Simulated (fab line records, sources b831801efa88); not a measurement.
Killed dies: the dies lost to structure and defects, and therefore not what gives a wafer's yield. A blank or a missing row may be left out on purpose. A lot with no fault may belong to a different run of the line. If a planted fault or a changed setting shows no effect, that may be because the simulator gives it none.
The tool behind it: which one? ; flow gf180mcu ; 18 wafers sampled from 6 lots at 1 step of a route of 602

== WHAT EACH GAUGE READ, for each wafer ==
GF_M5_CD_MEAS_07: the cd target is 280 nm.
lot;measured;on;cdNm (nm)
L128;day 26 14:17;cdSem-02;278.2 277.5 278.3
L130;day 27 10:26;cdSem-02;278.8 278.0 277.1
L132;day 27 20:25;cdSem-01;279.9 279.2 278.9
L134;day 28 19:19;cdSem-02;280.0 280.4 280.9
L136;day 29 07:29;cdSem-02;278.4 280.5 280.0
L147;day 32 00:23;cdSem-02;280.4 280.3 280.1

== WHAT TOOL EACH LOT RAN ON (gives the tool, then ch and the chambers of the sampled wafers, and finally the start) ==
No process step before these readings appears in the record.

== THE ANSWER, worked out from the rows above alone ==
Rule: usual is defined by the lots themselves. The widest of any qualifying gaps counts: lots, ordered by their means at a reading, are off when they make up no more than a third of the lots, leave a main group of 4 or more, and stand apart from it by 3 or more times the standard deviation of that group's means. If all means in a main group match to the digits the tables above print for the reading, that group is not used. A lot without any number at a reading at which 4 lots or more have one is off too. Any other lot the step has rows for is counted as sound.
Nothing can be told from this: no lot is off at any reading shown.

== WHAT WAS PUT IN BY THE SIMULATOR ==
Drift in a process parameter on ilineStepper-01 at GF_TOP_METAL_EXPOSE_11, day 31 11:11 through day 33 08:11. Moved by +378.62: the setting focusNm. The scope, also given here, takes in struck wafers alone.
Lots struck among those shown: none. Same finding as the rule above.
